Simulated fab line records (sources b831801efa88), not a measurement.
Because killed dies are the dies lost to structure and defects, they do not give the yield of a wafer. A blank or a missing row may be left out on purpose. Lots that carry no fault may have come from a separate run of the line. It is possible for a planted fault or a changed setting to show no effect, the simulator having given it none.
Split-lot study / flow gf180mcu / 16 wafers read from 5 lots, route of 602 steps

== ABOUT THE SPLIT ==
At GF_M4_METAL_ETCH_16 (etches the open film in Cl2/BCl3, stops on SiO2, target depth 627.5 nm, time 104.6 s), the setting icp w was moved away from the recipe's 800 W on 6 of the 16 wafers read, by -5.0% to +10.7%. For the rest of the wafers, this setting stayed at what the recipe calls for.

The split's own step is where the reading is taken.

== THE READING ==
KrF_of_M4_COAT_09.thk nm (the simulator's own value, which no gauge read), in nm, at GF_M4_METAL_ETCH_16 (etches the open film in Cl2/BCl3, stops on SiO2, target depth 627.5 nm, time 104.6 s). There is no usual value for it anywhere in the file. Across the 10 wafers here that went through the recipe, the average is 733.1 nm and the standard deviation 4.3 nm.

wafer=L076.3; tool, chamber at the split=rie metal-01, 0; icp w as run, W=828.5; against the recipe=+3.6%; KrF_of_M4_COAT_09.thk nm, nm=722.2; against lot-mates on the recipe=-6.8
wafer=L076.5; tool, chamber at the split=rie metal-01, 0; icp w as run, W=800; against the recipe=recipe; KrF_of_M4_COAT_09.thk nm, nm=731.6; against lot-mates on the recipe=-
wafer=L076.6; tool, chamber at the split=rie metal-01, 1; icp w as run, W=800; against the recipe=recipe; KrF_of_M4_COAT_09.thk nm, nm=726.5; against lot-mates on the recipe=-
wafer=L079.2; tool, chamber at the split=rie metal-02, 0; icp w as run, W=800; against the recipe=recipe; KrF_of_M4_COAT_09.thk nm, nm=730; against lot-mates on the recipe=-
wafer=L079.3; tool, chamber at the split=rie metal-02, 1; icp w as run, W=800; against the recipe=recipe; KrF_of_M4_COAT_09.thk nm, nm=735.2; against lot-mates on the recipe=-
wafer=L079.6; tool, chamber at the split=rie metal-02, 1; icp w as run, W=800; against the recipe=recipe; KrF_of_M4_COAT_09.thk nm, nm=730.9; against lot-mates on the recipe=-
wafer=L082.4; tool, chamber at the split=rie metal-02, 0; icp w as run, W=759.7; against the recipe=-5.0%; KrF_of_M4_COAT_09.thk nm, nm=753; against lot-mates on the recipe=+12.5
wafer=L082.5; tool, chamber at the split=rie metal-02, 1; icp w as run, W=759.7; against the recipe=-5.0%; KrF_of_M4_COAT_09.thk nm, nm=746.3; against lot-mates on the recipe=+5.8
wafer=L082.6; tool, chamber at the split=rie metal-02, 0; icp w as run, W=800; against the recipe=recipe; KrF_of_M4_COAT_09.thk nm, nm=740.5; against lot-mates on the recipe=-
wafer=L083.1; tool, chamber at the split=rie metal-04, 1; icp w as run, W=885.6; against the recipe=+10.7%; KrF_of_M4_COAT_09.thk nm, nm=703.1; against lot-mates on the recipe=-27.2
wafer=L083.3; tool, chamber at the split=rie metal-04, 1; icp w as run, W=885.6; against the recipe=+10.7%; KrF_of_M4_COAT_09.thk nm, nm=707.9; against lot-mates on the recipe=-22.5
wafer=L083.4; tool, chamber at the split=rie metal-04, 0; icp w as run, W=800; against the recipe=recipe; KrF_of_M4_COAT_09.thk nm, nm=730.5; against lot-mates on the recipe=-
wafer=L083.5; tool, chamber at the split=rie metal-04, 0; icp w as run, W=800; against the recipe=recipe; KrF_of_M4_COAT_09.thk nm, nm=730.2; against lot-mates on the recipe=-
wafer=L083.6; tool, chamber at the split=rie metal-04, 1; icp w as run, W=885.6; against the recipe=+10.7%; KrF_of_M4_COAT_09.thk nm, nm=706.1; against lot-mates on the recipe=-24.2
wafer=L084.3; tool, chamber at the split=rie metal-01, 0; icp w as run, W=800; against the recipe=recipe; KrF_of_M4_COAT_09.thk nm, nm=739.5; against lot-mates on the recipe=-
wafer=L084.6; tool, chamber at the split=rie metal-01, 0; icp w as run, W=800; against the recipe=recipe; KrF_of_M4_COAT_09.thk nm, nm=736.1; against lot-mates on the recipe=-

FIT RESULTS
A straight line over all 16 wafers: KrF_of_M4_COAT_09.thk nm changes by -2.7 nm for each +1% of icp w; r = -0.96; the points scatter about the line by 4.1 nm.
The same after taking each lot's own level away (the mean of its wafers on the recipe; 16 wafers): -2.21 nm for each +1%; r = -0.98; scatter 2.4 nm.
The reading moves by 24 nm for the largest change in icp w, on that fit.
From 729.05 to 740.50 nm: that is the span of the lots' own levels, equal to 2.7 times the standard deviation above.
Hence the slope depends on the lot-to-lot level, as the two fits are not the same.
Check: with one of the wafers moved furthest among these (+10.7%) left out of the fit, the line predicts -22.7 nm for it against its lot-mates. Against them it came out at -27.2 nm.

== THE WHOLE CHAIN: every reading that the file lists as answering this split, in the file's order ==
step=GF_M4_METAL_ETCH_16; what it does=etches the open film in Cl2/BCl3, stops on SiO2, target depth 627.5 nm, time 104.6 s; reading=KrF_of_M4_COAT_09.thk nm (the simulator's own value, which no gauge read); change (the file's fit)=-2.24 nm for each +1% of the setting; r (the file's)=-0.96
step=GF_M4_STRIP_17; what it does=strips in O2/N2; reading=strip time to endpoint s; change (the file's fit)=withheld for each +1% of the setting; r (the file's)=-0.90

== THE FILE'S OWN FIT ==
KrF_of_M4_COAT_09.thk nm changes by -2.24 nm for each +1% of icp w, r = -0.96.
